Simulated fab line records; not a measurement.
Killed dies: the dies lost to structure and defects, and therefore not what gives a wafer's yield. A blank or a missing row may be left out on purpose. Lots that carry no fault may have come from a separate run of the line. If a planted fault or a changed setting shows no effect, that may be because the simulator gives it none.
A lot that was struck, set against a sound lot || flow sky130 || 15 out of 708 route steps
Sound: these wafers, L791.2, L791.4, L791.6. Struck: wafers L804.1, L804.6. (L804.4 of the same lot was not struck and is left out.) The cause comes at the end.
Each step with rows lists, per side, the tool, then ch with its chambers, then its first start. Under that, the readings that differ: sound wafers || struck wafers || difference of the means || sigmas: that difference in standard deviations of wafers without a fault.
alike: words and numbers the same on both sides, and readings whose means are apart by under 2 such deviations; not compared: readings that were withheld, readings missing a value for some wafer, numbers with overlapping values and no deviation given by the record, and bounds like >300 which may hide the same value.
Wherever a step has rows on one side only, a row that says differs or no value, or a row with sigmas, the two part there. Non-overlapping numbers with no deviation appear without sigmas and do not part them. A reading missing from all wafers of one side parts the sides only when that side holds two or more wafers.

first, 3 steps without rows for these wafers: SKY_CONTACT_EXPOSE_11 (exposes mask CTM1, target cd 170 nm); SKY_CONTACT_PEB_12; SKY_CONTACT_DEVELOP_13 (develop time 60 s).
SKY_CONTACT_CD_MEAS_14 targets a cd of 170 nm.
  sound: cd_sem-02 at day 32 10:53; struck: cd_sem-01 at day 37 01:16
  alike: cd_nm
SKY_CONTACT_OVL_MEAS_15:
  sound: overlay-02 at day 32 10:59; struck: overlay-01 at day 37 01:23
  alike: CONTACT_OVL
SKY_CONTACT_ETCH_16: etches BARC in N2/H2, stops on SiO2, time 45.9 s, target depth 60 nm.
  sound on rie_diel-02 ch 0,1, day 32 11:01; struck on rie_diel-03 ch 1,3, day 37 01:26
  alike: chamber_pressure_mTorr, drypump_motor_current_A, oes_product_au, throttle_valve_pct
  not compared: rf_hours_counter_h
SKY_CONTACT_ETCH_17: etches SiO2 in C4F8/O2/Ar, stops on Si3N4, target depth 340 nm.
  sound on rie_diel-02 ch 0,1, day 32 11:04; struck on rie_diel-03 ch 1,3, day 37 01:28
{"reading": "chamber_pressure_mTorr (mTorr)", "sound": "39.94 40.01 39.94", "struck": "40.09 40.06", "difference": "+0.11", "sigmas": "+3"}
  alike: oes_product_au
SKY_CONTACT_ETCH_18: etches Si3N4 in CHF3/O2, stops on TiN, time 39 s, target depth 75 nm.
  sound: rie_diel-02 ch 0,1; struck: rie_diel-03 ch 1,3
  alike: O2_flow_sccm, chamber_pressure_mTorr, drypump_motor_current_A, oes_product_au, throttle_valve_pct
  not compared: rf_hours_counter_h
SKY_CONTACT_STRIP_19: strips in O2/N2.
  sound on plasma_asher-04 ch 0,1, day 32 11:09; struck on plasma_asher-03 ch 0, day 37 01:34
{"reading": "drypump_motor_current_A (A)", "sound": "4.91 4.90 5.20", "struck": "5.40 5.38", "difference": "+0.39", "sigmas": "+2"}
  alike: chamber_pressure_mTorr, oes_product_au, strip_time_to_endpoint_s
  not compared: rf_hours_counter_h
then, 3 steps without rows for these wafers: SKY_CONTACT_STRIP_20 (strips in post etch residue remover, time 1200 s); SKY_CONTACT_CLEAN_21 (cleans in IPA, time 180 s); SKY_CONTACT_CLEAN_22 (cleans in O3/DIW).
SKY_CONTACT_SPUTTER_23: material TiN, target thk 20 nm, time 80 s.
  sound: pvd_sputter-03 at day 32 11:47; struck: pvd_sputter-03 at day 37 02:16
{"reading": "model.TiN_of_CONTACT_SPUTTER_23.thk_nm (nm)", "sound": "19.64 19.55 19.86", "struck": "11.61 11.95", "difference": -7.90, "sigmas": ""}
  alike: throttle_valve_pct
SKY_CONTACT_CVD_24: deposits W, target thk 340 nm, time 102.12 s.
  sound on cvd_w-01 ch 0,1, day 32 11:50; struck on cvd_w-02 ch 1, day 37 02:20
  alike: heater_power_w
-- the record jumps here: 13 days lie between the struck wafers' starts before and after (it left off in module CONTACT and takes up again in module PAD_OPEN, whose first step shown is number 708 of the route) --
SKY_PAD_OPEN_PROBE_99:
  sound: prober-01 at day 46 15:18; struck: prober-02 at day 50 00:05
  alike: killed_at_M0_to_M3, killed_at_M4_up, killed_at_contacts, killed_at_front_end, killed_at_other, killed_dies, killed_on_rim, killed_open, killed_short

WHERE THEY PART
At SKY_CONTACT_ETCH_17 first; at SKY_CONTACT_STRIP_19 last (within this record only). Later steps at which nothing parts them and some readings are alike: SKY_CONTACT_SPUTTER_23, SKY_CONTACT_CVD_24, SKY_PAD_OPEN_PROBE_99.

WHY: the cause the simulator had injected
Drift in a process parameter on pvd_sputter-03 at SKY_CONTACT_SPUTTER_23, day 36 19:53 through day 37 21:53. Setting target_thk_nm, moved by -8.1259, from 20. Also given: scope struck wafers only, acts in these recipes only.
